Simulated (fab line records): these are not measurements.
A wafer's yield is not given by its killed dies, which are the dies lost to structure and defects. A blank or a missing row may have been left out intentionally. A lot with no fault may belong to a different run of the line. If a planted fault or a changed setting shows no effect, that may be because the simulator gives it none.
Chamber matching :: flow gf180mcu :: GF_STI_CMP_25 on cmp-02: 4 sister chambers
The step polishes, stops on Si3N4, t overpolish 33 s, target thk 524.6 nm. 19 wafers are shown with their chamber, then 9 later ones without.

== WAFERS, EACH WITH ITS CHAMBER ==
wafer: L131.1
chamber: 3
motorCurrentA (A): 12.7
timeToEndpointS (s): 122
slurryFilterDpKPa (kPa): 13.41

wafer: L131.2
chamber: 0
motorCurrentA (A): 11.3
timeToEndpointS (s): 121
slurryFilterDpKPa (kPa): 13.58

wafer: L131.5
chamber: 1
motorCurrentA (A): 11.2
timeToEndpointS (s): 118
slurryFilterDpKPa (kPa): 13.73

wafer: L132.1
chamber: 1
motorCurrentA (A): 11.1
timeToEndpointS (s): 122
slurryFilterDpKPa (kPa): 13.36

wafer: L132.4
chamber: 0
motorCurrentA (A): 11.6
timeToEndpointS (s): 122
slurryFilterDpKPa (kPa): 13.32

wafer: L132.6
chamber: 1
motorCurrentA (A): 12.4
timeToEndpointS (s): 122
slurryFilterDpKPa (kPa): 13.53

wafer: L134.1
chamber: 2
motorCurrentA (A): 10.5
timeToEndpointS (s): 121
slurryFilterDpKPa (kPa): 13.45

wafer: L134.3
chamber: 0
motorCurrentA (A): 11.8
timeToEndpointS (s): 124
slurryFilterDpKPa (kPa): 13.34

wafer: L134.5
chamber: 0
motorCurrentA (A): 11.7
timeToEndpointS (s): 123
slurryFilterDpKPa (kPa): 13.51

wafer: L135.2
chamber: 3
motorCurrentA (A): 13.4
timeToEndpointS (s): 117
slurryFilterDpKPa (kPa): 13.30

wafer: L135.3
chamber: 0
motorCurrentA (A): 11.4
timeToEndpointS (s): 127
slurryFilterDpKPa (kPa): 13.55

wafer: L135.5
chamber: 1
motorCurrentA (A): 11.5
timeToEndpointS (s): 114
slurryFilterDpKPa (kPa): 13.46

wafer: L136.1
chamber: 3
motorCurrentA (A): 13.0
timeToEndpointS (s): 124
slurryFilterDpKPa (kPa): 13.48

wafer: L136.3
chamber: 2
motorCurrentA (A): 9.7
timeToEndpointS (s): 114
slurryFilterDpKPa (kPa): 13.56

wafer: L136.6
chamber: 1
motorCurrentA (A): 11.8
timeToEndpointS (s): 110
slurryFilterDpKPa (kPa): 13.49

wafer: L138.2
chamber: 0
motorCurrentA (A): 12.3
timeToEndpointS (s): 122
slurryFilterDpKPa (kPa): 13.57

wafer: L138.3
chamber: 1
motorCurrentA (A): 11.7
timeToEndpointS (s): 111
slurryFilterDpKPa (kPa): 13.41

wafer: L138.4
chamber: 3
motorCurrentA (A): 13.2
timeToEndpointS (s): 117
slurryFilterDpKPa (kPa): 13.29

wafer: L146.4
chamber: 2
motorCurrentA (A): 9.7
timeToEndpointS (s): 121
slurryFilterDpKPa (kPa): 13.48

SIGNATURES (means of the wafers above)
reading: motorCurrentA
chamber 0: 11.683
chamber 1: 11.617
chamber 2: 9.967
chamber 3: 13.075
scatter within a chamber: 0.403

reading: timeToEndpointS
chamber 0: 123.17
chamber 1: 116.17
chamber 2: 118.67
chamber 3: 120.00
scatter within a chamber: 3.95

reading: slurryFilterDpKPa
chamber 0: 13.4783
chamber 1: 13.4967
chamber 2: 13.4967
chamber 3: 13.3700
scatter within a chamber: 0.111
Rule: a wafer lies at a distance from a chamber equal to the root of the sum of squares, over the readings, of (its reading less the chamber's mean, divided by the reading's scatter). The wafer belongs to the nearest chamber; if the next one is less than 2 further off, it can't be placed. The scatter is the square root of a quotient: the sum, over the shown wafers, of each reading's squared deviation from its chamber's mean, divided by wafers minus chambers.

== WAFERS WHOSE CHAMBER IS MISSING ==
wafer: L146.5
motorCurrentA (A): 11.4
timeToEndpointS (s): 114
slurryFilterDpKPa (kPa): 13.28

wafer: L146.6
motorCurrentA (A): 11.2
timeToEndpointS (s): 97
slurryFilterDpKPa (kPa): 13.48

wafer: L148.3
motorCurrentA (A): 11.3
timeToEndpointS (s): 110
slurryFilterDpKPa (kPa): 13.31

wafer: L153.3
motorCurrentA (A): 11.2
timeToEndpointS (s): 124
slurryFilterDpKPa (kPa): 13.57

wafer: L153.4
motorCurrentA (A): 9.9
timeToEndpointS (s): 115
slurryFilterDpKPa (kPa): 13.37

wafer: L153.5
motorCurrentA (A): 11.6
timeToEndpointS (s): 122
slurryFilterDpKPa (kPa): 13.48

wafer: L154.2
motorCurrentA (A): 9.6
timeToEndpointS (s): 115
slurryFilterDpKPa (kPa): 13.55

wafer: L154.4
motorCurrentA (A): 11.8
timeToEndpointS (s): 110
slurryFilterDpKPa (kPa): 13.46

wafer: L154.6
motorCurrentA (A): 12.7
timeToEndpointS (s): 120
slurryFilterDpKPa (kPa): 13.35

== WHICH CHAMBER EACH WENT THROUGH ==
wafer: L146.5
from the rows above: can't be placed: 1 or 0
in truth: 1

wafer: L146.6
from the rows above: can't be placed: 1 or 2 or 0
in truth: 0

wafer: L148.3
from the rows above: can't be placed: 1 or 0 or 2
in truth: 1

wafer: L153.3
from the rows above: can't be placed: 0 or 1 or 2
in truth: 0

wafer: L153.4
from the rows above: 2
in truth: 2

wafer: L153.5
from the rows above: can't be placed: 0 or 1
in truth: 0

wafer: L154.2
from the rows above: 2
in truth: 2

wafer: L154.4
from the rows above: can't be placed: 1 or 0
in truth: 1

wafer: L154.6
from the rows above: can't be placed: 3 or 0
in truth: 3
Placed correctly: 2 of 9. From these rows, 7 cannot be placed; in 7 the true chamber is one of the candidates. Placed wrongly: 0.
